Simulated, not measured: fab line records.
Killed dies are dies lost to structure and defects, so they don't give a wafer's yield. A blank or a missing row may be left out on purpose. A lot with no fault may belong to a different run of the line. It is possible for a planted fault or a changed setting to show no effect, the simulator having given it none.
Matching of chambers -- flow gf180mcu -- GF_V2_CMP_26 on cmp-01 has 4 sister chambers
The step polishes, stops on SiO2, t overpolish 15 s, target thk 0 nm. 20 wafers are shown with their chamber, then 9 later ones without.

## WAFERS PAIRED WITH THEIR CHAMBERS
wafer,chamber,motor_current_A (A),time_to_endpoint_s (s),overpolish_run_s (s)
L278.1,2,10.0,80,14.978
L278.2,1,10.4,81,14.999
L278.4,3,8.9,80,15.001
L281.1,2,9.7,82,14.996
L281.2,3,9.0,88,14.993
L281.3,1,11.1,88,14.997
L283.2,3,9.8,88,15.004
L283.4,0,11.6,82,14.990
L283.6,0,11.4,78,14.986
L285.3,0,12.0,75,15.008
L285.4,2,9.8,82,14.983
L285.6,2,9.4,79,14.998
L286.2,3,9.5,76,15.002
L288.1,3,9.6,80,14.988
L288.6,2,9.8,80,15.000
L289.5,3,9.2,83,15.005
L289.6,2,9.8,81,14.996
L295.2,3,9.6,83,14.997
L295.4,0,11.2,76,14.997
L295.5,0,11.6,76,14.997

SIGNATURES, as means of the wafers listed above
reading,chamber 0,chamber 1,chamber 2,chamber 3,scatter within a chamber
motor_current_A,11.560,10.750,9.750,9.371,0.305
time_to_endpoint_s,77.40,84.50,80.67,82.57,3.34
overpolish_run_s,14.99560,14.99800,14.99183,14.99857,0.00761
Rule: a wafer's distance from a chamber is the root of the sum, over the readings, of the square of ((its reading less the chamber's mean) divided by the reading's scatter). The wafer belongs to the nearest chamber; if the next one is less than 2 further off, it can't be placed. How the scatter is found: for the shown wafers, subtract from each reading the mean of its chamber, square and add these, divide the total by (wafers less chambers), then take the root.

## WAFERS WHOSE CHAMBER IS MISSING
wafer,motor_current_A (A),time_to_endpoint_s (s),overpolish_run_s (s)
L294.2,11.4,80,15.001
L294.5,11.6,78,15.012
L294.6,10.6,86,15.004
L296.1,10.7,85,15.004
L296.2,9.1,88,14.990
L296.6,11.3,77,15.011
L297.1,10.8,90,15.015
L297.2,8.9,88,14.988
L297.4,10.3,87,14.995

## WHICH CHAMBER EACH WENT THROUGH
wafer,from the rows above,in truth
L294.2,can't be placed: 0 or 1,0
L294.5,can't be placed: 0 or 1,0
L294.6,1,1
L296.1,1,1
L296.2,can't be placed: 3 or 2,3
L296.6,can't be placed: 0 or 1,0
L297.1,1,1
L297.2,can't be placed: 3 or 2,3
L297.4,can't be placed: 1 or 2 or 3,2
Placed correctly: 3 of 9. Cannot be placed on the basis of these rows: 6; the candidates contain the true chamber in 6. 0 placed wrongly.
